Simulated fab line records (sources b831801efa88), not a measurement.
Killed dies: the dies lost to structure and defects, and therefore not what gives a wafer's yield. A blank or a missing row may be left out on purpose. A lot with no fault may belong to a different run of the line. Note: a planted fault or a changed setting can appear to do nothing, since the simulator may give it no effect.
Which tool did it? / flow sky130 / 35 wafers from 12 lots sampled at 4 of the route's 708 steps

## WHAT THE GAUGES READ, wafer by wafer
SKY_VIA3_BOW_MEAS_03.
lot=L971; measured=day 39 14:54; on=filmMetro-01; VIA3_BOW (um)=70 60 66
lot=L972; measured=day 40 03:47; on=filmMetro-02; VIA3_BOW (um)=80 78 70
lot=L975; measured=day 40 20:03; on=filmMetro-01; VIA3_BOW (um)=84 87 91
lot=L978; measured=day 41 12:52; on=filmMetro-02; VIA3_BOW (um)=76 82 89
lot=L979; measured=day 41 19:32; on=filmMetro-02; VIA3_BOW (um)=90 69 70
lot=L980; measured=day 42 10:13; on=filmMetro-01; VIA3_BOW (um)=89 86 82
lot=L982; measured=day 42 20:22; on=filmMetro-04; VIA3_BOW (um)=78 91 86
lot=L983; measured=day 43 01:45; on=filmMetro-04; VIA3_BOW (um)=78 86 79
lot=L984; measured=day 43 12:03; on=filmMetro-01; VIA3_BOW (um)=72 76 83
lot=L985; measured=day 43 18:29; on=filmMetro-01; VIA3_BOW (um)=78 85
lot=L993; measured=day 45 15:13; on=filmMetro-02; VIA3_BOW (um)=78 87 80
lot=L994; measured=day 45 16:32; on=filmMetro-04; VIA3_BOW (um)=75 88 85

SKY_VIA3_OVL_MEAS_13.
lot=L971; measured=day 40 16:30; on=overlay-02; VIA3_OVL (nm)=-6 -8 -5
lot=L972; measured=day 41 05:18; on=overlay-02; VIA3_OVL (nm)=-5 -7 -4
lot=L975; measured=day 41 20:55; on=overlay-01; VIA3_OVL (nm)=-4 -2 -11
lot=L978; measured=day 42 13:34; on=overlay-02; VIA3_OVL (nm)=-3 -10 -4
lot=L979; measured=day 42 19:55; on=overlay-01; VIA3_OVL (nm)=-13 -8 -10
lot=L980; measured=day 43 10:35; on=overlay-02; VIA3_OVL (nm)=-5 -6 -7
lot=L982; measured=day 43 20:27; on=overlay-02; VIA3_OVL (nm)=3 1 -4
lot=L983; measured=day 44 01:30; on=overlay-02; VIA3_OVL (nm)=-6 -6 -5
lot=L984; measured=day 44 11:12; on=overlay-01; VIA3_OVL (nm)=-1 -5 -1
lot=L985; measured=day 44 17:38; on=overlay-02; VIA3_OVL (nm)=-4 -6
lot=L993; measured=day 46 12:46; on=overlay-01; VIA3_OVL (nm)=-8 -5 -1
lot=L994; measured=day 46 14:02; on=overlay-02; VIA3_OVL (nm)=-22 -13 -15

SKY_VIA4_THK_MEAS_01.
lot=L971; measured=day 42 21:23; on=filmMetro-03; VIA4_HDPCVD_THK (nm)=1746 1767 1761
lot=L972; measured=day 43 10:21; on=filmMetro-04; VIA4_HDPCVD_THK (nm)=1756 1778 1780
lot=L975; measured=day 44 00:44; on=filmMetro-04; VIA4_HDPCVD_THK (nm)=1757 1711 1737
lot=L978; measured=day 44 15:25; on=filmMetro-01; VIA4_HDPCVD_THK (nm)=1718 1766 1727
lot=L979; measured=day 44 22:10; on=filmMetro-04; VIA4_HDPCVD_THK (nm)=1775 1764 1764
lot=L980; measured=day 45 11:28; on=filmMetro-04; VIA4_HDPCVD_THK (nm)=1776 1742 1748
lot=L982; measured=day 45 21:13; on=filmMetro-03; VIA4_HDPCVD_THK (nm)=1752 1729 1743
lot=L983; measured=day 46 01:42; on=filmMetro-01; VIA4_HDPCVD_THK (nm)=2046 1756 1776
lot=L984; measured=day 46 10:07; on=filmMetro-04; VIA4_HDPCVD_THK (nm)=2023 1743 1771
lot=L985; measured=day 46 16:43; on=filmMetro-03; VIA4_HDPCVD_THK (nm)=1746 1999
lot=L993; measured=day 48 10:08; on=filmMetro-03; VIA4_HDPCVD_THK (nm)=1740 1766 1775
lot=L994; measured=day 48 11:07; on=filmMetro-04; VIA4_HDPCVD_THK (nm)=1776 1708 1758

## EACH LOT AND THE TOOL THAT RAN IT (in order: tool; ch and the chambers of the sampled wafers; start)
lot=L971; SKY_VIA4_HDPCVD_00=hdpcvd-02 ch 0,2, day 42 21:11
lot=L972; SKY_VIA4_HDPCVD_00=hdpcvd-02 ch 0,1, day 43 10:05
lot=L975; SKY_VIA4_HDPCVD_00=hdpcvd-01 ch 0,1,2, day 44 00:33
lot=L978; SKY_VIA4_HDPCVD_00=hdpcvd-01 ch 0,1, day 44 15:13
lot=L979; SKY_VIA4_HDPCVD_00=hdpcvd-02 ch 0,1,2, day 44 21:59
lot=L980; SKY_VIA4_HDPCVD_00=hdpcvd-02 ch 0,1, day 45 11:16
lot=L982; SKY_VIA4_HDPCVD_00=hdpcvd-01 ch 2, day 45 20:56
lot=L983; SKY_VIA4_HDPCVD_00=hdpcvd-02 ch 0,1,2, day 46 01:31
lot=L984; SKY_VIA4_HDPCVD_00=hdpcvd-02 ch 0,1,2, day 46 09:56
lot=L985; SKY_VIA4_HDPCVD_00=hdpcvd-02 ch 0,2, day 46 16:35
lot=L993; SKY_VIA4_HDPCVD_00=hdpcvd-01 ch 0,1, day 48 09:57
lot=L994; SKY_VIA4_HDPCVD_00=hdpcvd-01 ch 0,2, day 48 10:55
- SKY_VIA4_HDPCVD_00: deposits SiO2, target thk 1750 nm, time 291.7 s.

## AS READ BY THE TOOLS THEMSELVES (means over the sampled wafers that have a number; for cases with no such wafer, the mark the record gives instead)
SKY_VIA4_HDPCVD_00.
lot=L971; tool=hdpcvd-02; runLengthS (s)=318.7; sih4FlowSccm (sccm)=60.13
lot=L972; tool=hdpcvd-02; runLengthS (s)=319.2; sih4FlowSccm (sccm)=59.98
lot=L975; tool=hdpcvd-01; runLengthS (s)=319.6; sih4FlowSccm (sccm)=60.05
lot=L978; tool=hdpcvd-01; runLengthS (s)=320.0; sih4FlowSccm (sccm)=59.83
lot=L979; tool=hdpcvd-02; runLengthS (s)=319.0; sih4FlowSccm (sccm)=60.04
lot=L980; tool=hdpcvd-02; runLengthS (s)=319.3; sih4FlowSccm (sccm)=60.21
lot=L982; tool=hdpcvd-01; runLengthS (s)=319.2; sih4FlowSccm (sccm)=60.01
lot=L983; tool=hdpcvd-02; runLengthS (s)=333.0; sih4FlowSccm (sccm)=60.07
lot=L984; tool=hdpcvd-02; runLengthS (s)=333.1; sih4FlowSccm (sccm)=60.25
lot=L985; tool=hdpcvd-02; runLengthS (s)=339.6; sih4FlowSccm (sccm)=60.00
lot=L993; tool=hdpcvd-01; runLengthS (s)=319.9; sih4FlowSccm (sccm)=59.76
lot=L994; tool=hdpcvd-01; runLengthS (s)=320.0; sih4FlowSccm (sccm)=59.86

## THE ANSWER, worked out from the rows above alone
Rule: what is usual is taken from the lots themselves. The widest of any qualifying gaps counts: lots, ordered by their means at a reading, are off when they make up no more than a third of the lots, leave a main group of 4 or more, and stand apart from it by 3 or more times the standard deviation of that group's means. A main group is skipped when, at the precision printed for the reading in the tables above, its means are all equal. Also off: a lot with no number at a reading for which 4 or more lots have one. The other lots that the step has rows for count as sound. Order of review: gauges by route order, followed by the tools' own readings, for which a lot's mean as printed above is used. At the first step where some lot is off, the reading lying furthest off is the one used; lots without a number count as furthest.
Off: L983, L984, L985, seen at SKY_VIA4_THK_MEAS_01 (VIA4_HDPCVD_THK). The main group: mean 1753 nm, standard deviation 12.
A tool fits if, at a process step before that reading, it ran every lot that is off, and no sound lot after the first of them. The gauges at SKY_VIA4_THK_MEAS_01 aren't tried: what is off there is off at SKY_VIA4_HDPCVD_00 too, on other tools, and a gauge's error can't cause that. One fits: SKY_VIA4_HDPCVD_00 on hdpcvd-02. A fault onset in the window from L980 (day 45 11:16, its last sound lot) to L983 (day 46 01:31, its first lot off) fits.
On the lots that are off, the tool's own readings at SKY_VIA4_HDPCVD_00 differ by more than 5 times the standard deviation of the sound lots' means, which bears it out; runLengthS reads 335.2 s there versus 319.4 s on the sound lots.

## WHAT HAD BEEN PUT IN BY THE SIMULATOR
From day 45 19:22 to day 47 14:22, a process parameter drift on hdpcvd-02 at SKY_VIA4_HDPCVD_00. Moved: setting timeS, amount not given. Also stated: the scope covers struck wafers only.
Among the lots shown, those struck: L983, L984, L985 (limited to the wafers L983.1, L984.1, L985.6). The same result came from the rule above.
